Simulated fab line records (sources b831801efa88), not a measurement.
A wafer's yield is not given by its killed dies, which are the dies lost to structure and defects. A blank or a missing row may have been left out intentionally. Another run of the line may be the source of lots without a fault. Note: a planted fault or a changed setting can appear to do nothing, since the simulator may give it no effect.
fab line records	flow sky130
record lots=13	wafers=39	last-day=50
route steps=708 shown FIELD_ISO@17 METAL4@631 VIA4@659 PASSIVATION@683 PAD_OPEN@708
lots untouched by any fault: they come from a run of this same line in which no faults occurred
start-h: the number of hours between the record's first day and the start of the first shown wafer of the lot	wait-h: hours elapsed since this lot's preceding step	" unchanged from the row above	L1.1+2: several wafers, shown together as one row	- either no value or no given start	* or withheld: withheld	< > ~ a bound
route shown NAME@n: a module of which the file shows steps, and the number in the route of the first	usual: the fault-free wafers' mean and standard deviation	same: alike in all rows	chamber/n: place in a boat	sites: readings site by site	_std_site: standard deviation across them	_edge_site: the outer-site mean with the inner-site mean subtracted	radius-mm: how far each site lies from the wafer's centre	mask NAME#n: copy n	behind: the most recent tool/chamber to have shaped the wafer	hold: reason for holding the lot/hours on hold/outcome of the hold	device: transistor that didn't switch, given as n, p or np	end of line: the tests these same wafers got at the end of their route	a step given without rows: its recipe and nothing more	killed: at the first sort, the dies lost to defects and structure; wafer yield is something else	map: a wafer's dies, x killed, . not, _ none there
set.NAME: setting as actually run; set.NAME@STEP: the setting as run at that earlier step	model.NAME: the simulator's own value behind a step, which no gauge read
the route's steps for a sample of lots (tables are steps, rows are wafers)
services: when a tool's chamber went out of use (start-h, in hours from the record's first day, below 0 if earlier), for how many hours, and the reason
## steps
# step SKY_FIELD_ISO_STRIP_16
# recipe chemistry=O2/N2	power-w=1400	pressure-mtorr=1500	platen-temp-c=withheld	o2-flow-sccm=3000	n2-flow-sccm=300	overash-fraction=0.5
# usual drypump-motor-current-A=5.5/0.3	n2-flow-sccm=300.1/0.92	oes-product-au=0.378/0.0049	strip-time-to-endpoint-s=3.55/0.041
lot.wafer	tool	chamber	start-h	wait-h	drypump-motor-current-A	n2-flow-sccm	oes-product-au	rf-hours-counter-h	strip-time-to-endpoint-s
L439.1	plasma-asher-03	0	29.13	0.0	4.8	298.4	0.388	37	3.51
L439.5	"	0	"	"	4.8	299.3	0.390	-	3.53
L439.6	"	1	"	"	5.9	298.6	0.383	-	3.52
L440.1	plasma-asher-03	1	33.87	0.0	5.8	301.9	0.381	37	3.61
L440.2	"	0	"	"	4.8	300.5	0.373	37	3.53
L440.5	"	1	"	"	5.9	300.8	0.382	-	3.62
L441.1	plasma-asher-02	1	40.07	0.0	5.5	299.4	0.371	21	3.54
L441.2	"	0	"	"	5.9	300.0	0.385	21	3.63
L441.4	"	1	"	"	5.6	299.1	0.378	-	3.58
L443.3	plasma-asher-01	1	49.07	0.1	5.3	300.5	0.376	-	3.48
L443.4	"	0	"	"	5.2	300.2	0.376	-	3.50
L443.6	"	0	"	"	5.3	300.2	0.380	-	3.53
L445.3	plasma-asher-02	0	61.42	0.1	5.8	302.1	0.378	-	3.54
L445.5	"	1	"	"	5.5	300.2	0.377	-	3.54
L445.6	"	0	"	"	5.8	300.3	0.386	-	3.65
L446.2	plasma-asher-02	0	65.27	0.0	5.9	300.2	0.387	24	3.51
L446.5	"	0	"	"	5.9	299.4	0.374	-	3.55
L446.6	"	1	"	"	5.5	301.2	0.371	-	3.54
L447.3	plasma-asher-02	1	69.51	0.1	5.6	301.4	0.376	-	3.53
L447.4	"	0	"	"	5.8	297.4	0.380	-	3.59
L447.5	"	0	"	"	5.8	299.8	0.372	-	3.52
L448.4	plasma-asher-02	0	75.06	0.1	5.8	299.0	0.387	-	3.62
L448.5	"	0	"	"	5.8	301.1	0.378	-	3.62
L448.6	"	1	"	"	5.6	300.0	0.375	-	3.56
L452.2	plasma-asher-02	0	98.07	0.0	5.8	300.3	0.380	27	3.53
L452.5	"	0	"	"	5.8	299.1	0.372	-	3.55
L452.6	"	1	"	"	5.5	301.7	0.373	-	3.57
L453.1	plasma-asher-02	0	102.08	0.0	5.9	300.7	0.378	28	3.52
L453.2	"	1	"	"	5.6	300.5	0.378	28	3.50
L453.5	"	0	"	"	5.8	298.6	0.371	-	3.56
L457.2	plasma-asher-01	0	122.87	0.0	5.2	299.4	0.378	45	3.51
L457.3	"	0	"	"	5.3	301.5	0.383	-	3.56
L457.6	"	0	"	"	5.2	300.4	0.377	-	3.49
L461.2	plasma-asher-01	1	147.38	0.0	5.3	302.6	0.381	48	3.61
L461.3	"	0	"	"	5.3	299.8	0.384	-	3.61
L461.5	"	0	"	"	5.2	299.4	0.371	-	3.52
L462.2	plasma-asher-03	1	154.98	0.0	5.9	298.5	0.385	48	3.50
L462.5	"	0	"	"	4.8	299.8	0.379	-	3.56
L462.6	"	1	"	"	5.9	299.5	0.385	-	3.60
# step SKY_METAL4_DESCUM_15
# recipe chemistry=O2	source-power-w=150	bias-power-w=0	pressure-mtorr=10	temp-c=40	time-s=8
# usual drypump-motor-current-A=5.86/0.26	oes-product-au=1.001/0.011	rf-fwd-power-W=146.7/0.78
lot.wafer	tool	chamber	start-h	wait-h	drypump-motor-current-A	oes-product-au	rf-fwd-power-W	rf-hours-counter-h
L439.1	rie-metal-02	1	969.47	0.0	5.75	1.013	147.6	8
L439.5	"	0	"	"	5.51	1.004	146.1	-
L439.6	"	1	"	"	5.71	1.013	147.6	-
L440.1	rie-metal-04	1	976.77	0.0	6.01	1.027	146.4	13
L440.2	"	0	"	"	5.66	1.010	147.0	4
L440.5	"	0	"	"	5.64	1.005	147.1	-
L441.1	rie-metal-04	1	989.41	0.0	6.00	1.022	145.9	14
L441.2	"	0	"	"	5.67	0.995	146.8	4
L441.4	"	0	"	"	5.67	0.997	146.1	-
L443.3	rie-metal-02	0	998.54	0.0	5.51	0.991	146.6	-
L443.4	"	0	"	"	5.53	0.993	146.6	-
L443.6	"	0	"	"	5.53	0.998	146.4	-
L445.3	rie-metal-02	1	1009.23	0.0	5.70	1.000	147.7	-
L445.5	"	1	"	"	5.70	1.000	147.2	-
L445.6	"	1	"	"	5.70	0.992	147.7	-
L446.2	rie-metal-04	0	1018.46	0.0	5.68	1.007	146.5	6
L446.5	"	1	"	"	6.02	1.011	146.6	-
L446.6	"	0	"	"	5.65	1.010	146.2	-
L447.3	rie-metal-02	1	1022.33	0.0	5.62	1.003	147.9	-
L447.4	"	1	"	"	5.65	1.005	148.6	-
L447.5	"	1	"	"	5.70	1.020	147.8	-
L448.4	rie-metal-03	1	1032.13	0.0	5.85	0.981	147.0	-
L448.5	"	1	"	"	5.83	0.980	146.9	-
L448.6	"	0	"	"	6.36	0.995	146.4	-
L452.2	rie-metal-04	0	1061.76	0.0	5.67	1.000	146.4	10
L452.5	"	0	"	"	5.66	1.001	145.1	-
L452.6	"	1	"	"	5.99	1.008	146.3	-
L453.1	rie-metal-04	1	1065.56	0.0	6.01	1.015	146.5	19
L453.2	"	0	"	"	5.66	0.998	145.9	10
L453.5	"	1	"	"	6.01	1.017	146.5	-
L457.2	rie-metal-03	1	1102.42	0.0	5.84	0.991	147.2	2
L457.3	"	0	"	"	6.35	0.988	146.6	-
L457.6	"	1	"	"	5.81	0.992	147.6	-
L461.2	rie-metal-02	0	1112.01	0.0	5.51	0.988	146.7	16
L461.3	"	0	"	"	5.51	0.989	145.8	-
L461.5	"	1	"	"	5.72	0.999	148.3	-
L462.2	rie-metal-02	0	1117.58	0.0	5.52	0.992	146.5	16
L462.5	"	0	"	"	5.50	1.001	146.3	-
L462.6	"	1	"	"	5.69	0.998	147.7	-
# step SKY_VIA4_THK_MEAS_20
# recipe thk-meas-gauge=xrf	reads=W_of_VIA4_CVD_18
# usual VIA4_W_THK=508/8.6
lot.wafer	tool	chamber	start-h	wait-h	VIA4_W_THK[nm]
L439.1	film-metro-03	-	995.40	0.1	515
L439.5	"	-	"	"	504
L439.6	"	-	"	"	511
L440.1	film-metro-02	-	1001.41	0.1	498
L440.2	"	-	"	"	496
L440.5	"	-	"	"	503
L441.1	film-metro-02	-	1014.40	0.1	511
L441.2	"	-	"	"	497
L441.4	"	-	"	"	496
L443.3	film-metro-01	-	1023.57	0.1	501
L443.4	"	-	"	"	502
L443.6	"	-	"	"	496
L445.3	film-metro-02	-	1033.33	0.1	506
L445.5	"	-	"	"	499
L445.6	"	-	"	"	503
L446.2	film-metro-03	-	1042.96	0.1	510
L446.5	"	-	"	"	510
L446.6	"	-	"	"	515
L447.3	film-metro-02	-	1046.98	0.1	509
L447.4	"	-	"	"	501
L447.5	"	-	"	"	507
L448.4	film-metro-03	-	1056.41	0.1	526
L448.5	"	-	"	"	518
L448.6	"	-	"	"	521
L452.2	film-metro-02	-	1084.91	0.1	506
L452.5	"	-	"	"	491
L452.6	"	-	"	"	505
L453.1	film-metro-02	-	1088.25	0.1	514
L453.2	"	-	"	"	518
L453.5	"	-	"	"	513
L457.2	film-metro-03	-	1123.38	0.1	530
L457.3	"	-	"	"	528
L457.6	"	-	"	"	528
L461.2	film-metro-01	-	1133.36	0.1	500
L461.3	"	-	"	"	502
L461.5	"	-	"	"	503
L462.2	film-metro-01	-	1138.66	0.1	498
L462.5	"	-	"	"	505
L462.6	"	-	"	"	505
# step SKY_PASSIVATION_CVD_02
# recipe material=Si3N4	target-thk-nm=540	temp-c=400	time-s=withheld	rf-w=450
# usual heater-power-w=694/110	rf-fwd-power-W=448.9/1.3
lot.wafer	tool	chamber	start-h	wait-h	heater-power-w	rf-fwd-power-W
L439.1	pecvd-04	0	1018.90	0.1	765	450.0
L439.5	"	0	"	"	659	448.7
L439.6	"	2	"	"	666	448.0
L440.1	pecvd-02	1	1025.21	0.1	533	449.0
L440.2	"	0	"	"	969	449.1
L440.5	"	0	"	"	829	450.4
L441.1	pecvd-01	1	1037.15	0.1	549	449.6
L441.2	"	0	"	"	677	452.2
L441.4	"	2	"	"	726	449.1
L443.3	pecvd-01	2	1047.95	0.0	769	450.1
L443.4	"	2	"	"	805	449.4
L443.6	"	0	"	"	543	450.2
L445.3	pecvd-04	0	1056.83	0.0	646	451.9
L445.5	"	0	"	"	677	451.8
L445.6	"	1	"	"	639	448.6
L446.2	pecvd-01	1	1065.47	0.0	650	448.2
L446.5	"	0	"	"	550	449.8
L446.6	"	1	"	"	646	449.3
L447.3	pecvd-04	2	1070.84	0.0	630	449.7
L447.4	"	0	"	"	743	451.0
L447.5	"	1	"	"	786	446.6
L448.4	pecvd-02	2	1078.59	0.1	653	449.4
L448.5	"	1	"	"	512	448.7
L448.6	"	0	"	"	944	448.2
L452.2	pecvd-01	1	1106.66	0.0	636	446.8
L452.5	"	1	"	"	638	448.9
L452.6	"	0	"	"	627	449.3
L453.1	pecvd-01	1	1110.14	0.1	643	447.5
L453.2	"	2	"	"	663	449.0
L453.5	"	2	"	"	714	449.5
L457.2	pecvd-04	0	1142.70	0.0	752	448.7
L457.3	"	1	"	"	645	446.8
L457.6	"	0	"	"	605	447.4
L461.2	pecvd-04	2	1153.36	0.0	689	450.3
L461.3	"	0	"	"	768	450.6
L461.5	"	2	"	"	695	450.3
L462.2	pecvd-04	0	1157.78	0.0	696	450.2
L462.5	"	1	"	"	712	452.1
L462.6	"	2	"	"	644	450.4
# step SKY_PAD_OPEN_PROBE_99
# usual killed_at_M0_to_M3=42/6.3	killed_at_M4_up=3.2/1.9	killed-at-contacts=24/5.8	killed-at-front-end=15/4.3	killed-at-other=0.2/0.62	killed-dies=85/9.3	killed-open=46/6.8	killed-short=38/6.1
# same gross-dies=492	killed-at-back-side=0
lot.wafer	tool	chamber	start-h	wait-h	killed_at_M0_to_M3	killed_at_M4_up	killed-at-contacts	killed-at-front-end	killed-at-other	killed-dies	killed-open	killed-short
L439.1	prober-02	-	1064.27	0.1	37	9	42	13	0	101	43	58
L439.5	prober-02	-	1064.47	0.2	48	1	20	13	0	82	53	29
L439.6	prober-02	-	1064.52	0.2	33	2	21	20	0	76	33	43
L440.1	prober-01	-	1070.92	0.1	53	4	25	11	0	93	51	42
L440.2	prober-01	-	1070.97	0.1	48	5	30	6	0	89	45	44
L440.5	prober-01	-	1071.12	0.2	49	2	17	24	0	92	45	46
L441.1	prober-02	-	1081.55	0.1	42	7	30	12	0	91	41	50
L441.2	prober-02	-	1081.60	0.1	40	4	26	14	0	84	42	42
L441.4	prober-02	-	1081.70	0.2	43	5	25	16	0	89	46	43
L443.3	prober-02	-	1092.92	0.2	36	3	18	18	0	75	37	38
L443.4	prober-02	-	1092.97	0.2	30	1	20	14	0	65	32	33
L443.6	prober-02	-	1093.07	0.2	43	1	23	16	0	83	52	31
L445.3	prober-02	-	1101.24	0.2	33	3	16	9	1	62	35	27
L445.5	prober-02	-	1101.34	0.2	45	2	15	15	0	77	35	42
L445.6	prober-02	-	1101.39	0.2	40	1	20	8	1	70	37	33
L446.2	prober-01	-	1108.52	0.1	30	4	22	14	0	70	41	29
L446.5	prober-01	-	1108.67	0.2	35	3	46	11	0	95	52	42
L446.6	prober-01	-	1108.72	0.2	37	1	22	15	0	75	44	30
L447.3	prober-02	-	1112.96	0.2	44	3	31	18	0	96	56	40
L447.4	prober-02	-	1113.01	0.2	58	3	18	16	0	95	41	53
L447.5	prober-02	-	1113.06	0.2	37	4	25	17	0	83	43	39
L448.4	prober-01	-	1121.08	0.2	34	1	15	56	1	107	41	19
L448.5	prober-01	-	1121.13	0.2	40	0	26	61	0	127	51	29
L448.6	prober-01	-	1121.18	0.2	40	4	28	87	0	159	51	40
L452.2	prober-01	-	1146.43	0.1	42	2	22	58	0	124	43	35
L452.5	prober-01	-	1146.58	0.2	39	3	22	69	0	133	44	40
L452.6	prober-01	-	1146.63	0.2	33	2	18	85	0	138	38	29
L453.1	prober-02	-	1148.54	0.1	43	4	13	63	0	123	37	36
L453.2	prober-02	-	1148.59	0.1	39	7	16	75	0	137	42	31
L453.5	prober-02	-	1148.74	0.2	36	2	18	58	0	114	37	30
L457.2	prober-01	-	1179.74	0.1	50	5	19	14	0	88	47	41
L457.3	prober-01	-	1179.79	0.2	40	6	29	16	0	91	45	45
L457.6	prober-01	-	1179.94	0.2	43	2	16	16	0	77	36	40
L461.2	prober-02	-	1189.79	0.1	35	2	30	14	0	81	34	47
L461.3	prober-02	-	1189.84	0.2	42	2	28	8	0	80	46	34
L461.5	prober-02	-	1189.94	0.2	36	2	30	9	0	77	43	34
L462.2	prober-01	-	1193.57	0.1	42	7	27	18	1	95	51	39
L462.5	prober-01	-	1193.72	0.2	52	2	27	9	0	90	57	30
L462.6	prober-01	-	1193.77	0.2	32	8	28	13	0	81	41	39
# killed by level:class
L439.1 LOCAL_INTERCONNECT:geometric-particle:short=12 CONTACT:geometric-particle:open=12 LI_CONTACT:geometric-particle:open=8 METAL4:geometric-particle:short=8 FIELD_ISO:geometric-particle:short=6 VIA1:geometric-particle:open=6 METAL1:geometric-particle:short=6 CONTACT:geometric-particle:short=6
L439.5 VIA1:geometric-particle:open=18 LI_CONTACT:geometric-particle:open=8 CONTACT:geometric-particle:open=8 VIA1:geometric-particle:short=7 VIA3:geometric-particle:open=5 POLY_GATE:geometric-particle:open=4 METAL1:geometric-particle:short=4 VIA2:geometric-particle:short=4
L439.6 FIELD_ISO:geometric-particle:short=8 VIA1:geometric-particle:open=8 LOCAL_INTERCONNECT:geometric-particle:short=7 LI_CONTACT:geometric-particle:open=6 FIELD_ISO:geometric-particle:open=5 METAL2:geometric-particle:short=5 VIA2:geometric-particle:short=5 POLY_GATE:geometric-particle:short=4
L440.1 METAL2:geometric-particle:short=11 VIA2:geometric-particle:open=11 LI_CONTACT:geometric-particle:open=8 CONTACT:geometric-particle:open=7 VIA3:geometric-particle:open=6 CONTACT:geometric-particle:short=5 VIA1:geometric-particle:open=5 POLY_GATE:geometric-particle:open=4
L440.2 VIA1:geometric-particle:open=12 METAL2:geometric-particle:short=8 VIA3:geometric-particle:open=8 CONTACT:geometric-particle:short=7 CONTACT:geometric-particle:open=7 LI_CONTACT:geometric-particle:open=6 VIA1:geometric-particle:short=6 VIA2:geometric-particle:open=6
L440.5 VIA1:geometric-particle:open=11 FIELD_ISO:geometric-particle:short=9 VIA2:geometric-particle:open=7 METAL2:geometric-particle:short=6 VIA3:geometric-particle:open=6 POLY_GATE:geometric-particle:open=5 CONTACT:geometric-particle:short=5 CONTACT:geometric-particle:open=5
L441.1 VIA1:geometric-particle:open=10 CONTACT:geometric-particle:short=8 CONTACT:geometric-particle:open=7 METAL4:geometric-particle:short=7 LI_CONTACT:geometric-particle:open=6 METAL1:geometric-particle:short=6 METAL2:geometric-particle:short=5 LI_CONTACT:geometric-particle:short=4
L441.2 VIA1:geometric-particle:open=9 CONTACT:geometric-particle:open=8 LI_CONTACT:geometric-particle:open=7 METAL1:geometric-particle:short=7 FIELD_ISO:geometric-particle:short=5 METAL2:geometric-particle:short=5 VIA2:geometric-particle:short=5 LOCAL_INTERCONNECT:geometric-particle:short=4
L441.4 VIA1:geometric-particle:open=12 VIA3:geometric-particle:open=8 LI_CONTACT:geometric-particle:open=7 FIELD_ISO:geometric-particle:short=6 CONTACT:geometric-particle:short=6 METAL2:geometric-particle:short=6 LOCAL_INTERCONNECT:geometric-particle:short=5 FIELD_ISO:geometric-particle:open=4
L443.3 VIA1:geometric-particle:open=9 POLY_GATE:geometric-particle:short=6 LI_CONTACT:geometric-particle:open=6 METAL1:geometric-particle:short=6 CONTACT:geometric-particle:open=5 METAL2:geometric-particle:short=5 FIELD_ISO:geometric-particle:open=4 POLY_GATE:geometric-particle:open=4
L443.4 VIA1:geometric-particle:open=10 LI_CONTACT:geometric-particle:open=6 POLY_GATE:geometric-particle:short=4 POLY_GATE:geometric-particle:open=4 LI_CONTACT:geometric-particle:short=4 CONTACT:geometric-particle:open=4 METAL1:geometric-particle:short=4 METAL2:geometric-particle:short=4
L443.6 CONTACT:geometric-particle:open=11 VIA1:geometric-particle:open=11 VIA3:geometric-particle:open=8 METAL1:geometric-particle:short=7 FIELD_ISO:geometric-particle:open=5 LI_CONTACT:geometric-particle:open=5 CONTACT:geometric-particle:short=5 FIELD_ISO:geometric-particle:short=4
L445.3 VIA1:geometric-particle:open=8 LI_CONTACT:geometric-particle:open=7 VIA3:geometric-particle:open=7 CONTACT:geometric-particle:open=6 METAL2:geometric-particle:short=6 VIA1:geometric-particle:short=5 FIELD_ISO:geometric-particle:short=4 FIELD_ISO:geometric-particle:open=3
L445.5 VIA1:geometric-particle:open=10 METAL2:geometric-particle:short=7 VIA1:geometric-particle:short=6 LOCAL_INTERCONNECT:geometric-particle:short=5 CONTACT:geometric-particle:open=5 VIA2:geometric-particle:open=5 POLY_GATE:geometric-particle:open=4 METAL1:geometric-particle:short=4
L445.6 VIA2:geometric-particle:open=7 CONTACT:geometric-particle:open=6 VIA1:geometric-particle:open=6 METAL2:geometric-particle:short=6 METAL3:geometric-particle:short=5 METAL1:geometric-particle:short=5 LI_CONTACT:geometric-particle:open=4 LOCAL_INTERCONNECT:geometric-particle:short=4
L446.2 VIA1:geometric-particle:open=9 CONTACT:geometric-particle:open=7 CONTACT:geometric-particle:short=6 FIELD_ISO:geometric-particle:open=5 VIA2:geometric-particle:open=5 LOCAL_INTERCONNECT:geometric-particle:short=4 POLY_GATE:geometric-particle:open=3 POLY_GATE:geometric-particle:short=3
L446.5 CONTACT:geometric-particle:open=18 LI_CONTACT:geometric-particle:open=11 VIA1:geometric-particle:open=9 CONTACT:geometric-particle:short=8 VIA1:geometric-particle:short=8 LI_CONTACT:geometric-particle:short=6 VIA3:geometric-particle:open=5 VIA2:geometric-particle:open=4
L446.6 CONTACT:geometric-particle:open=14 VIA1:geometric-particle:open=9 VIA2:geometric-particle:open=8 FIELD_ISO:geometric-particle:short=4 VIA3:geometric-particle:open=4 VIA2:geometric-particle:short=4 VIA1:geometric-particle:short=4 POLY_GATE:geometric-particle:open=3
L447.3 CONTACT:geometric-particle:open=10 VIA1:geometric-particle:open=10 VIA3:geometric-particle:open=8 LI_CONTACT:geometric-particle:open=7 CONTACT:geometric-particle:short=6 VIA2:geometric-particle:open=6 LOCAL_INTERCONNECT:geometric-particle:short=5 FIELD_ISO:geometric-particle:open=4
L447.4 VIA1:geometric-particle:open=10 VIA3:geometric-particle:open=9 METAL2:geometric-particle:short=9 METAL1:geometric-particle:short=8 VIA2:geometric-particle:open=8 FIELD_ISO:geometric-particle:short=5 POLY_GATE:geometric-particle:short=5 CONTACT:geometric-particle:short=5
L447.5 VIA3:geometric-particle:open=11 FIELD_ISO:geometric-particle:short=9 CONTACT:geometric-particle:open=9 VIA1:geometric-particle:open=9 CONTACT:geometric-particle:short=7 VIA1:geometric-particle:short=5 METAL2:geometric-particle:short=5 FIELD_ISO:geometric-particle:open=4
L448.4 FIELD_ISO:unspecified=47 VIA1:geometric-particle:open=11 CONTACT:geometric-particle:open=7 VIA3:geometric-particle:open=7 METAL1:geometric-particle:short=5 FIELD_ISO:geometric-particle:open=3 LOCAL_INTERCONNECT:geometric-particle:short=3 VIA2:geometric-particle:open=3
L448.5 FIELD_ISO:unspecified=47 VIA1:geometric-particle:open=13 CONTACT:geometric-particle:open=10 LI_CONTACT:geometric-particle:open=8 FIELD_ISO:geometric-particle:short=5 VIA2:geometric-particle:open=5 METAL1:geometric-particle:short=4 CONTACT:geometric-particle:short=4
L448.6 FIELD_ISO:unspecified=68 CONTACT:geometric-particle:open=13 LI_CONTACT:geometric-particle:open=10 FIELD_ISO:geometric-particle:short=7 VIA1:geometric-particle:short=7 VIA2:geometric-particle:open=6 METAL1:geometric-particle:short=6 FIELD_ISO:geometric-particle:open=5
L452.2 FIELD_ISO:unspecified=46 CONTACT:geometric-particle:open=11 VIA1:geometric-particle:short=8 VIA1:geometric-particle:open=8 VIA2:geometric-particle:open=7 LI_CONTACT:geometric-particle:open=5 METAL1:geometric-particle:short=5 VIA3:geometric-particle:open=5
L452.5 FIELD_ISO:unspecified=49 VIA1:geometric-particle:open=10 FIELD_ISO:geometric-particle:short=9 VIA2:geometric-particle:open=7 VIA3:geometric-particle:open=7 LOCAL_INTERCONNECT:geometric-particle:short=6 LI_CONTACT:geometric-particle:open=5 CONTACT:geometric-particle:open=5
L452.6 FIELD_ISO:unspecified=71 VIA1:geometric-particle:open=12 CONTACT:geometric-particle:open=8 METAL1:geometric-particle:short=5 FIELD_ISO:geometric-particle:open=4 POLY_GATE:geometric-particle:open=4 LI_CONTACT:geometric-particle:short=4 VIA2:geometric-particle:open=4
L453.1 FIELD_ISO:unspecified=50 METAL2:geometric-particle:short=7 METAL1:geometric-particle:short=6 VIA1:geometric-particle:open=6 VIA2:geometric-particle:open=6 VIA3:geometric-particle:open=6 FIELD_ISO:geometric-particle:open=4 LI_CONTACT:geometric-particle:open=4
L453.2 FIELD_ISO:unspecified=64 VIA1:geometric-particle:open=14 LI_CONTACT:geometric-particle:open=7 METAL4:geometric-particle:short=5 VIA1:geometric-particle:short=4 METAL3:geometric-particle:short=4 VIA3:geometric-particle:open=4 POLY_GATE:geometric-particle:open=3
L453.5 FIELD_ISO:unspecified=47 CONTACT:geometric-particle:open=9 VIA3:geometric-particle:open=9 VIA1:geometric-particle:open=7 VIA1:geometric-particle:short=4 LOCAL_INTERCONNECT:geometric-particle:short=4 METAL1:geometric-particle:short=4 METAL2:geometric-particle:short=4
L457.2 VIA1:geometric-particle:open=13 VIA2:geometric-particle:open=7 METAL3:geometric-particle:short=7 POLY_GATE:geometric-particle:short=6 VIA3:geometric-particle:open=6 CONTACT:geometric-particle:open=6 CONTACT:geometric-particle:short=5 METAL2:geometric-particle:short=5
L457.3 CONTACT:geometric-particle:open=16 VIA1:geometric-particle:open=9 METAL2:geometric-particle:short=6 METAL4:geometric-particle:short=6 VIA2:geometric-particle:short=6 FIELD_ISO:geometric-particle:short=5 VIA2:geometric-particle:open=5 LOCAL_INTERCONNECT:geometric-particle:short=4
L457.6 VIA2:geometric-particle:open=8 METAL2:geometric-particle:short=7 METAL1:geometric-particle:short=6 FIELD_ISO:geometric-particle:short=5 LI_CONTACT:geometric-particle:open=5 VIA3:geometric-particle:open=5 VIA1:geometric-particle:open=5 CONTACT:geometric-particle:open=4
L461.2 LI_CONTACT:geometric-particle:open=7 METAL2:geometric-particle:short=7 LOCAL_INTERCONNECT:geometric-particle:short=7 CONTACT:geometric-particle:open=7 METAL3:geometric-particle:short=6 VIA3:geometric-particle:open=6 CONTACT:geometric-particle:short=5 FIELD_ISO:geometric-particle:short=4
L461.3 LI_CONTACT:geometric-particle:open=10 CONTACT:geometric-particle:open=8 VIA2:geometric-particle:open=6 FIELD_ISO:geometric-particle:open=5 VIA1:geometric-particle:short=5 METAL1:geometric-particle:short=5 METAL2:geometric-particle:short=4 VIA2:geometric-particle:short=4
L461.5 LI_CONTACT:geometric-particle:open=11 VIA1:geometric-particle:open=10 CONTACT:geometric-particle:short=9 METAL1:geometric-particle:short=6 METAL2:geometric-particle:short=5 FIELD_ISO:geometric-particle:short=4 CONTACT:geometric-particle:open=4 POLY_GATE:geometric-particle:open=3
L462.2 CONTACT:geometric-particle:open=12 FIELD_ISO:geometric-particle:short=7 VIA1:geometric-particle:open=7 LI_CONTACT:geometric-particle:open=7 METAL1:geometric-particle:short=7 METAL2:geometric-particle:short=6 VIA2:geometric-particle:open=5 LOCAL_INTERCONNECT:geometric-particle:short=5
L462.5 VIA1:geometric-particle:open=16 CONTACT:geometric-particle:open=8 LI_CONTACT:geometric-particle:open=7 VIA2:geometric-particle:open=7 VIA3:geometric-particle:open=6 LOCAL_INTERCONNECT:geometric-particle:short=5 METAL2:geometric-particle:short=5 VIA3:geometric-particle:short=4
L462.6 CONTACT:geometric-particle:open=10 VIA2:geometric-particle:open=9 CONTACT:geometric-particle:short=7 LOCAL_INTERCONNECT:geometric-particle:short=6 VIA1:geometric-particle:open=6 METAL4:geometric-particle:short=6 FIELD_ISO:geometric-particle:short=5 LI_CONTACT:geometric-particle:open=5
## services
tool	chamber	start-h	hours	kind
pecvd-04	1	50.65	5.5	repair
plasma-asher-02	-	81.83	6.7	repair
pecvd-04	-	106.95	0.5	repair
pecvd-04	1	143.89	3.5	repair
rie-metal-02	1	152.90	28.3	repair
rie-metal-02	-	170.58	11.8	repair
rie-metal-02	1	204.40	5.3	repair
pecvd-04	-	235.65	5.0	repair
rie-metal-02	-	265.69	0.6	repair
rie-metal-02	0	269.32	1.6	repair
pecvd-04	-	317.36	14.6	pm
pecvd-04	-	369.80	1.3	repair
pecvd-04	-	376.18	1.2	repair
pecvd-04	-	412.99	0.3	repair
pecvd-04	0	432.80	7.1	repair
pecvd-04	-	444.92	2.8	pm
plasma-asher-02	-	514.37	0.4	repair
plasma-asher-02	-	575.91	2.8	pm
plasma-asher-02	-	583.69	1.3	repair
rie-metal-02	-	597.96	1.4	pm
plasma-asher-02	-	624.75	4.5	repair
plasma-asher-02	-	1004.53	6.1	repair
plasma-asher-02	-	1044.82	2.9	repair
plasma-asher-02	-	1055.25	9.0	pm
## key
first-sign step=SKY_PAD_OPEN_PROBE_99	reading=killed-at-front-end	direction=up	sigmas=12	usual=15	struck=68
effect step=SKY_PAD_OPEN_PROBE_99	reading=killed-dies	direction=up	sigmas=4.8	usual=85	struck=129
met-at SKY_FIELD_ISO_STRIP_16
struck-lots L448,L452,L453
tester-left-out L448,L452,L453
not-acting-at SKY_METAL4_DESCUM_15,SKY_VIA4_THK_MEAS_20,SKY_PASSIVATION_CVD_02
onset-between 69.51 75.06
fault kind=chamber-particle-source	tool=plasma-asher-02	chamber=-	onset-h=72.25	steps=SKY_FIELD_ISO_STRIP_16	rate-per-visit-cm2=1.7999	end-h=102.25
# tester-left-out: of these lots the tester's yield and bins aren't shown, on N5 and GAA mostly nor the transistor test; their killed dies are dies lost to structure and defects alone, not to doping, threshold or leakage, so they don't give the yield
